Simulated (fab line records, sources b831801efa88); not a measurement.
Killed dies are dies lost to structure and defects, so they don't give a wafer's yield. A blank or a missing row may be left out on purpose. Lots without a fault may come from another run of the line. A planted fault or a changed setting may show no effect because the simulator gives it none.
A struck lot beside a sound one | flow sky130 | 15 steps out of a route of 708
Sound: wafers L493.1, L493.3, L493.6. Struck: wafer L495.6. (L495.1, L495.4 of the same lot were not struck and are left out.) The cause comes at the end.
At each step with rows: each side's tool, then ch and its chambers, then its first start. Under that, the readings that differ: sound wafers | struck wafers | difference of the means | sigmas: that difference in standard deviations of wafers without a fault.
alike: readings whose means differ by less than 2 such deviations, and words and numbers that are the same on both sides. not compared: withheld readings, readings that some wafer has no value for, bounds like >300 that may hide the same value, and numbers for which the record gives no deviation and whose values overlap.
The two part at a step that has a row with sigmas, a row that says differs or no value, or rows on one side only. Numbers that don't overlap but have no deviation are shown without sigmas and don't part them. A reading that every wafer of one side lacks parts them only if that side has two wafers or more.

SKY_SONOS_ONO_CD_MEAS_13: target cd 410 nm.
  sound on cd_sem-01, day 16 10:48; struck on cd_sem-02, day 17 00:06
  alike: cd_nm
SKY_SONOS_ONO_OVL_MEAS_14:
  sound on overlay-01, day 16 10:55; struck on overlay-02, day 17 00:13
  reading            | sound       | struck | difference | sigmas
  SONOS_ONO_OVL (nm) | 1.1 1.1 0.0 | -2.1   | -2.8       | -2
SKY_SONOS_ONO_ETCH_15: etches the open film in CHF3/O2, target depth 19.52 nm, time 7.8 s.
  sound on rie_diel-04 ch 0,2, day 16 10:58; struck on rie_diel-01 ch 3, day 17 00:16
  alike: O2_flow_sccm, chamber_pressure_mTorr, drypump_motor_current_A, oes_product_au, rf_fwd_power_W, throttle_valve_pct
  not compared: rf_hours_counter_h
then, 1 step without rows for these wafers: SKY_SONOS_ONO_WET_ETCH_16 (etches SiO2 in dHF, target depth 14 nm, time 280 s).
SKY_SONOS_ONO_STRIP_17: strips in O2/N2.
  sound on plasma_asher-03 ch 0,1, day 16 11:04; struck on plasma_asher-04 ch 1, day 17 00:28
  reading               | sound             | struck | difference | sigmas
  oes_product_au (a.u.) | 0.714 0.712 0.713 | 0.703  | -0.010     | -2
  alike: chamber_pressure_mTorr, drypump_motor_current_A, o2_flow_sccm, strip_time_to_endpoint_s
  not compared: rf_hours_counter_h
then, 3 steps without rows for these wafers: SKY_SONOS_ONO_WET_ETCH_18 (etches Si3N4 in H3PO4, target depth 15 nm, time 172 s); SKY_GATE_OXIDE_CLEAN_00 (cleans in SC1/SC2, time 150 s); SKY_GATE_OXIDE_OXIDATION_01 (stabilise 600 s, purge 300 s, target thk 10.268 nm).
SKY_GATE_OXIDE_THK_MEAS_02:
  sound on film_metro-04, day 16 14:31; struck on film_metro-03, day 17 02:41
  reading                          | sound             | struck | difference | sigmas
  GATE_OXIDE_OXIDATION_00_THK (nm) | 10.11 10.25 10.34 | 10.74  | +0.51      | +3
then, 3 steps without rows for these wafers: SKY_GATE_OXIDE_DEHYDRATE_03 (time 60 s); SKY_GATE_OXIDE_HMDS_04 (prime time 60 s); SKY_GATE_OXIDE_COAT_05 (resist thk 1140 nm).
SKY_GATE_OXIDE_SOFTBAKE_06: time 60 s.
  sound on litho_track-01 ch 0, day 17 04:53; struck on litho_track-02 ch 0, day 17 17:07
  reading                  | sound             | struck | difference | sigmas
  heater_power_total_W (W) | 56.62 56.56 56.56 | 58.15  | +1.57      | +38
  run_length_s (s)         | 88.87 88.94 88.94 | 84.58  | -4.34      | -20
then, 1 step without rows for these wafers: SKY_GATE_OXIDE_EXPOSE_07 (exposes mask LVOM, target cd 600 nm).
SKY_PAD_OPEN_PROBE_99:
  the record has rows for the sound wafers here (prober-02, day 48 14:07) and none for the struck ones

WHERE THEY PART
First at SKY_SONOS_ONO_OVL_MEAS_14; last, within this record, at SKY_PAD_OPEN_PROBE_99.

WHY: what the simulator had put in
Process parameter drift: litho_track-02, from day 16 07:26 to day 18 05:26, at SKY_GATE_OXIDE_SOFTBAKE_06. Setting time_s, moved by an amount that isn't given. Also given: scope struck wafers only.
